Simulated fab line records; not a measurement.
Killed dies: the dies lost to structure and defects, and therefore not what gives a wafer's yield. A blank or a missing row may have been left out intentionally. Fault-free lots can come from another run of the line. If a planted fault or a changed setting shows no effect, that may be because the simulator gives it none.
fab line records -- flow sky130
record: lots: 5, wafers: 15, last-day: 50
route steps=708 shown METAL3@569 VIA3@573 PAD_OPEN@708
lots untouched by any fault: they come from a run of this same line in which no faults occurred
start-h: hours from the record's opening day to when the first of the lot's shown wafers began -- wait-h: time in hours since the lot's previous step -- " as in the row above -- L1.1+2: a single row standing in for several wafers -- - no value, or no start given -- * or withheld: withheld -- < > ~ a bound
route shown NAME@n: names a module that has steps shown in the file, with the first one's number in the route -- usual: mean/standard deviation of fault-free wafers -- same: alike in all rows -- chamber/n: place in a boat -- sites: the reading at each site -- _std_site: their standard deviation -- _edge_site: inner sites' mean taken away from outer sites' mean -- radius-mm: how far each site lies from the wafer's centre -- mask NAME#n: copy n -- behind: the last tool/chamber to shape the wafer -- hold: why the lot went on hold/how many hours it stayed there/how the hold came to an end -- device: transistor that didn't switch, given as n, p or np -- end of line: the tests these same wafers got at the end of their route -- step lacking rows: just its recipe -- killed: not the wafer's yield, but the dies lost to structure and defects at the first sort -- map: dies across one wafer; x = killed, . = not, _ = none there
set.NAME: the setting the step ran with; set.NAME@STEP: the setting that earlier step ran with -- model.NAME: the simulator's own value behind a step, which no gauge read
lots at selected steps of the route; one table per step, one row per wafer
services: the hour from which a tool's chamber was out of use, counted from the record's first day as start-h (under 0 if before that day), plus the number of hours and why
== steps ==
step: SKY_METAL3_STRIP_19
recipe: chemistry: O2/N2, power-w: 1400, pressure-mtorr: 1500, platen-temp-c: withheld, o2-flow-sccm: 3000, n2-flow-sccm: 300, overash-fraction: 0.5
usual: drypump-motor-current-A: 5.9/0.37, oes-product-au: 0.501/0.0059, strip-time-to-endpoint-s: 6.50/0.099
lot.wafer,tool,chamber,start-h,wait-h,drypump-motor-current-A,oes-product-au,rf-hours-counter-h,strip-time-to-endpoint-s
L353.1,plasma-asher-04,1,947.36,0.1,6.0,0.502,115,6.40
L353.2,plasma-asher-04,0,947.36,0.1,5.6,0.502,115,6.52
L353.4,plasma-asher-04,0,947.36,0.1,5.6,0.495,-,6.52
L354.3,plasma-asher-02,1,952.36,0.1,5.8,0.502,-,6.53
L354.4,plasma-asher-02,0,952.36,0.1,6.5,0.493,-,6.45
L354.6,plasma-asher-02,0,952.36,0.1,6.5,0.508,-,6.59
L359.2,plasma-asher-04,1,991.09,0.1,6.0,0.494,120,6.47
L359.3,plasma-asher-04,0,991.09,0.1,5.6,0.489,-,6.34
L359.6,plasma-asher-04,1,991.09,0.1,6.0,0.495,-,6.35
L365.1,plasma-asher-02,0,1034.81,0.1,6.6,0.499,54,6.41
L365.2,plasma-asher-02,1,1034.81,0.1,5.8,0.502,54,6.53
L365.4,plasma-asher-02,1,1034.81,0.1,5.7,0.507,-,6.54
L369.2,plasma-asher-03,0,1049.81,0.1,5.4,0.504,32,6.69
L369.4,plasma-asher-03,0,1049.81,0.1,5.4,0.499,-,6.50
L369.6,plasma-asher-03,1,1049.81,0.1,6.4,0.507,-,6.59
step: SKY_METAL3_STRIP_20
recipe: chemistry: post-etch-residue-remover, time-s: 1200, temp-c: 72.5
step: SKY_METAL3_CLEAN_21
recipe: chemistry: IPA, time-s: 180, temp-c: 25
step: SKY_METAL3_CLEAN_22
recipe: chemistry: O3/DIW, dry: n2-spin
step: SKY_VIA3_HDPCVD_00
recipe: material: SiO2, target-thk-nm: 1635, sigma-open-frac: 0.3, time-s: 272.5, temp-c: 400, sih4-flow-sccm: 60, pressure-mtorr: 6
step: SKY_VIA3_THK_MEAS_01
recipe: reads: SiO2_of_VIA3_HDPCVD_00
usual: VIA3_HDPCVD_THK: 1632/15
lot.wafer,tool,chamber,start-h,wait-h,VIA3_HDPCVD_THK[nm]
L353.1,film-metro-03,-,948.13,0.1,1614
L353.2,film-metro-03,-,948.13,0.1,1643
L353.4,film-metro-03,-,948.13,0.1,1664
L354.3,film-metro-03,-,953.11,0.1,1626
L354.4,film-metro-03,-,953.11,0.1,1623
L354.6,film-metro-03,-,953.11,0.1,1611
L359.2,film-metro-02,-,991.89,0.1,1614
L359.3,film-metro-02,-,991.89,0.1,1609
L359.6,film-metro-02,-,991.89,0.1,1603
L365.1,film-metro-04,-,1035.61,0.1,1624
L365.2,film-metro-04,-,1035.61,0.1,1622
L365.4,film-metro-04,-,1035.61,0.1,1631
L369.2,film-metro-04,-,1051.06,0.1,1636
L369.4,film-metro-04,-,1051.06,0.1,1649
L369.6,film-metro-04,-,1051.06,0.1,1624
step: SKY_VIA3_CMP_02
recipe: material: SiO2, down-force-psi: 4, platen-rpm: 60, pad-velocity-m-s: 0.94248
usual: motor-current-A: 12.4/1.6, retaining-ring-pressure-frac: 1.000/0.0046
lot.wafer,tool,chamber,start-h,wait-h,motor-current-A,retaining-ring-pressure-frac
L353.4,cmp-01,1,948.19,0.0,8.6,1.005
L353.1,cmp-01,2,948.19,0.0,13.8,1.001
L353.2,cmp-01,3,948.19,0.0,11.1,1.006
L354.3,cmp-02,0,953.15,0.0,12.1,1.004
L354.4,cmp-02,3,953.15,0.0,14.0,0.996
L354.6,cmp-02,0,953.15,0.0,12.3,0.986
L359.2,cmp-01,0,991.99,0.1,13.3,1.002
L359.3,cmp-01,1,991.99,0.1,8.9,1.000
L359.6,cmp-01,0,991.99,0.1,13.4,1.001
L365.1,cmp-01,2,1035.72,0.1,12.9,1.002
L365.4,cmp-01,3,1035.72,0.1,12.0,1.000
L365.2,cmp-01,0,1035.72,0.1,14.4,1.001
L369.4,cmp-01,0,1051.11,0.0,13.9,1.002
L369.2,cmp-01,3,1051.11,0.0,12.2,0.987
L369.6,cmp-01,0,1051.11,0.0,14.3,0.999
step: SKY_VIA3_BOW_MEAS_03
recipe: mode: bow
usual: VIA3_BOW: 80/7.7
lot.wafer,tool,chamber,start-h,wait-h,VIA3_BOW[um]
L353.1,film-metro-02,-,948.49,0.2,79
L353.2,film-metro-02,-,948.49,0.2,68
L353.4,film-metro-02,-,948.49,0.2,75
L354.3,film-metro-04,-,953.49,0.3,73
L354.4,film-metro-04,-,953.49,0.3,77
L354.6,film-metro-04,-,953.49,0.3,77
L359.2,film-metro-02,-,992.26,0.2,61
L359.3,film-metro-02,-,992.26,0.2,76
L359.6,film-metro-02,-,992.26,0.2,79
L365.1,film-metro-02,-,1035.97,0.2,75
L365.2,film-metro-02,-,1035.97,0.2,92
L365.4,film-metro-02,-,1035.97,0.2,87
L369.2,film-metro-02,-,1051.43,0.1,82
L369.4,film-metro-02,-,1051.43,0.1,78
L369.6,film-metro-02,-,1051.43,0.1,95
step: SKY_VIA3_DEHYDRATE_04
recipe: temp-c: 200, time-s: 60
step: SKY_VIA3_HMDS_05
recipe: prime-time-s: 60, prime-temp-c: 120
step: SKY_VIA3_COAT_06
recipe: resist: BARC, temp-c: withheld, time-s: withheld, spin-rpm: 3000, resist-thk-nm: 60
step: SKY_VIA3_COAT_07
recipe: resist: KrF-thick, spin-rpm: 3000, resist-thk-nm: 450
step: SKY_VIA3_SOFTBAKE_08
recipe: temp-c: 100, time-s: 90, resist: KrF-thick
usual: heater-power-total-W: 57.35/0.12, run-length-s: 119.12/0.27
lot.wafer,tool,chamber,start-h,wait-h,heater-power-total-W,run-length-s
L353.1,litho-track-01,0,960,-,57.53,119.20
L353.2,litho-track-01,0,960,-,57.61,119.33
L353.4,litho-track-01,0,961,-,57.46,119.18
L354.3,litho-track-03,0,965,-,57.48,118.90
L354.4,litho-track-03,0,965,-,57.36,118.71
L354.6,litho-track-03,0,965,-,57.42,118.66
L359.2,litho-track-03,0,1003,-,57.31,118.71
L359.3,litho-track-03,0,1003,-,57.40,118.96
L359.6,litho-track-03,0,1004,-,61.97,99.88
L365.1,litho-track-04,0,1046,-,57.45,119.36
L365.2,litho-track-04,0,1046,-,57.42,119.46
L365.4,litho-track-04,0,1047,-,57.20,119.23
L369.2,litho-track-01,0,1062,-,57.58,119.26
L369.4,litho-track-01,0,1062,-,57.26,119.16
L369.6,litho-track-01,0,1063,-,57.50,119.21
step: SKY_VIA3_EXPOSE_09
recipe: mask-id: VIM3, na: 0.8, source-shape: annular, sigma-inner: 0.55, sigma-outer: 0.85, target-cd-nm: 200, dose-mj: 38
step: SKY_PAD_OPEN_PROBE_99
usual: defect-limited-yield: 82.8/2.1, killed_at_M0_to_M3: 43/7.7, killed_at_M4_up: 3.1/1.7, killed-at-contacts: 23/4.8, killed-at-front-end: 15/4.5, killed-at-other: 0.3/0.58, killed-dies: 85/10, killed-on-rim: 17/3.8, killed-open: 46/7.5, killed-short: 38/6.5, sort_bin_3_pad_short: 0.8/0.38, sort_bin_5_function: 10.3/1.7, sort_bin_6_memory: 6.1/1.1, sort-n-pass: 407/10, sort-yield-pct: 82.8/2.1
same: gross-dies: 492, killed-at-back-side: 0, sort_bin_4_leakage[%]: 0, sort_bin_8_speed[%]: 0
lot.wafer,tool,chamber,start-h,wait-h,defect-limited-yield[%],killed_at_M0_to_M3,killed_at_M4_up,killed-at-contacts,killed-at-front-end,killed-at-other,killed-dies,killed-on-rim,killed-open,killed-short,sort_bin_3_pad_short[%],sort_bin_5_function[%],sort_bin_6_memory[%],sort-n-pass,sort-yield-pct[%]
L353.1,prober-01,-,1116.58,0.1,81.9,39,2,31,17,0,89,19,49,40,0.4,9.6,8.1,403,81.9
L353.2,prober-01,-,1116.63,0.1,86.0,29,6,20,14,0,69,8,40,29,0.8,8.7,4.5,423,86.0
L353.4,prober-01,-,1116.73,0.2,81.5,41,3,31,16,0,91,17,57,34,1.2,11.4,5.9,401,81.5
L354.3,prober-02,-,1116.79,0.2,78.0,56,7,25,20,0,108,19,71,36,0.6,14.0,7.3,384,78.0
L354.4,prober-02,-,1116.84,0.2,82.1,47,5,26,10,0,88,21,49,38,0.4,12.2,5.3,404,82.1
L354.6,prober-02,-,1116.94,0.2,84.6,35,1,25,15,0,76,15,39,35,1.0,8.7,5.7,416,84.6
L359.2,prober-02,-,1152.47,0.1,82.1,48,0,22,17,1,88,12,53,35,1.0,11.0,5.9,404,82.1
L359.3,prober-02,-,1152.52,0.2,80.9,40,4,29,21,0,94,18,54,40,0.6,11.6,6.9,398,80.9
L359.6,prober-02,-,1152.67,0.2,82.5,42,3,23,17,1,86,16,51,33,0.2,11.2,6.1,406,82.5
L365.1,prober-02,-,1182.95,0.1,81.7,44,4,21,20,1,90,15,50,40,0,12.6,5.7,402,81.7
L365.2,prober-02,-,1183.00,0.1,86.2,34,3,21,10,0,68,11,37,31,0.2,10.0,3.7,424,86.2
L365.4,prober-02,-,1183.10,0.2,82.1,46,2,22,17,1,88,18,47,41,1.0,10.4,6.5,404,82.1
L369.2,prober-02,-,1193.67,0.1,82.9,41,6,29,8,0,84,20,52,32,1.2,10.0,5.9,408,82.9
L369.4,prober-02,-,1193.77,0.2,80.7,36,5,33,21,0,95,16,46,49,1.2,11.8,6.3,397,80.7
L369.6,prober-02,-,1193.87,0.2,80.1,59,6,22,10,1,98,20,53,44,1.2,11.4,7.3,394,80.1
killed by level:class
L353.1 CONTACT:geometric-particle:open=11 VIA1:geometric-particle:open=10 CONTACT:geometric-particle:short=9 LI_CONTACT:geometric-particle:open=6 VIA1:geometric-particle:short=6 VIA3:geometric-particle:open=6 FIELD_ISO:geometric-particle:open=4 FIELD_ISO:geometric-particle:short=4
L353.2 CONTACT:geometric-particle:open=11 POLY_GATE:geometric-particle:open=7 METAL2:geometric-particle:short=5 VIA3:geometric-particle:open=5 FIELD_ISO:geometric-particle:short=4 VIA2:geometric-particle:open=4 VIA1:geometric-particle:open=4 METAL1:geometric-particle:short=3
L353.4 VIA1:geometric-particle:open=15 LI_CONTACT:geometric-particle:open=9 CONTACT:geometric-particle:open=8 CONTACT:geometric-particle:short=6 VIA2:geometric-particle:open=6 METAL2:geometric-particle:short=5 FIELD_ISO:geometric-particle:short=4 VIA3:geometric-particle:short=4
L354.3 VIA2:geometric-particle:open=11 CONTACT:geometric-particle:open=10 LI_CONTACT:geometric-particle:open=9 VIA1:geometric-particle:open=9 METAL2:geometric-particle:short=9 VIA3:geometric-particle:open=9 FIELD_ISO:geometric-particle:open=6 POLY_GATE:geometric-particle:open=4
L354.4 CONTACT:geometric-particle:open=13 VIA1:geometric-particle:open=12 METAL2:geometric-particle:short=8 VIA3:geometric-particle:open=6 VIA2:geometric-particle:open=5 CONTACT:geometric-particle:short=4 LOCAL_INTERCONNECT:geometric-particle:short=4 VIA2:geometric-particle:short=4
L354.6 LI_CONTACT:geometric-particle:open=10 VIA1:geometric-particle:open=8 CONTACT:geometric-particle:open=7 METAL2:geometric-particle:short=6 CONTACT:geometric-particle:short=5 METAL1:geometric-particle:short=5 VIA3:geometric-particle:short=5 FIELD_ISO:geometric-particle:short=4
L359.2 VIA1:geometric-particle:open=14 CONTACT:geometric-particle:open=8 VIA3:geometric-particle:open=7 METAL2:geometric-particle:short=6 POLY_GATE:geometric-particle:short=5 CONTACT:geometric-particle:short=5 VIA1:geometric-particle:short=5 VIA2:geometric-particle:open=5
L359.3 LI_CONTACT:geometric-particle:open=11 CONTACT:geometric-particle:open=10 VIA3:geometric-particle:open=7 METAL1:geometric-particle:short=6 POLY_GATE:geometric-particle:short=6 VIA1:geometric-particle:open=6 FIELD_ISO:geometric-particle:open=5 POLY_GATE:geometric-particle:open=5
L359.6 VIA1:geometric-particle:open=12 LI_CONTACT:geometric-particle:open=8 VIA3:geometric-particle:open=8 VIA2:geometric-particle:open=7 POLY_GATE:geometric-particle:open=6 CONTACT:geometric-particle:open=6 LI_CONTACT:geometric-particle:short=4 CONTACT:geometric-particle:short=4
L365.1 VIA1:geometric-particle:open=12 CONTACT:geometric-particle:open=7 VIA3:geometric-particle:open=7 VIA2:geometric-particle:open=7 METAL1:geometric-particle:short=6 FIELD_ISO:geometric-particle:open=5 POLY_GATE:geometric-particle:short=5 LI_CONTACT:geometric-particle:open=5
L365.2 CONTACT:geometric-particle:open=6 VIA1:geometric-particle:open=6 METAL2:geometric-particle:short=6 LOCAL_INTERCONNECT:geometric-particle:short=5 VIA3:geometric-particle:open=5 LI_CONTACT:geometric-particle:open=4 CONTACT:geometric-particle:short=4 METAL1:geometric-particle:open=4
L365.4 CONTACT:geometric-particle:open=9 LI_CONTACT:geometric-particle:open=8 METAL1:geometric-particle:short=7 VIA1:geometric-particle:open=7 VIA1:geometric-particle:short=6 FIELD_ISO:geometric-particle:open=5 VIA2:geometric-particle:open=5 VIA2:geometric-particle:short=5
L369.2 LI_CONTACT:geometric-particle:open=14 CONTACT:geometric-particle:open=8 METAL2:geometric-particle:short=8 VIA2:geometric-particle:open=8 VIA1:geometric-particle:open=6 VIA3:geometric-particle:open=4 CONTACT:geometric-particle:short=4 METAL1:geometric-particle:short=4
L369.4 CONTACT:geometric-particle:short=10 LI_CONTACT:geometric-particle:open=9 METAL2:geometric-particle:short=9 VIA1:geometric-particle:open=7 FIELD_ISO:geometric-particle:short=6 CONTACT:geometric-particle:open=6 VIA2:geometric-particle:open=6 FIELD_ISO:geometric-particle:open=5
L369.6 VIA1:geometric-particle:open=13 CONTACT:geometric-particle:open=10 METAL2:geometric-particle:short=10 VIA2:geometric-particle:open=9 VIA3:geometric-particle:open=7 LI_CONTACT:geometric-particle:open=6 METAL4:geometric-particle:short=5 VIA2:geometric-particle:short=4
== services ==
tool,chamber,start-h,hours,kind
plasma-asher-03,-,936.56,0.6,repair
plasma-asher-03,-,966.15,0.8,repair
cmp-01,-,984.11,5.5,repair
cmp-02,-,994.94,0.5,repair
cmp-01,-,1012.44,4.8,pm
cmp-02,-,1025.75,2.5,repair
plasma-asher-04,-,1055.25,9.0,pm
plasma-asher-04,0,1055.25,9.0,vent-cycle
plasma-asher-04,1,1055.25,9.0,vent-cycle
== key ==
first-sign: step: SKY_VIA3_SOFTBAKE_08, reading: run-length-s, direction: down, sigmas: 72, usual: *, struck: *
effect: step: SKY_VIA3_SOFTBAKE_08, reading: heater-power-total-W, direction: up, sigmas: 40, usual: *, struck: *
met-at SKY_VIA3_SOFTBAKE_08
struck-wafers L359.6
onset-between 965 1003
fault: kind: process-parameter-drift, tool: litho-track-03, chamber: -, onset-h: 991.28, steps: SKY_VIA3_SOFTBAKE_08, channel: time-s, offset: *, shape: step, end-h: 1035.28, scope: struck-wafers-only, acts-in: *, stated: *
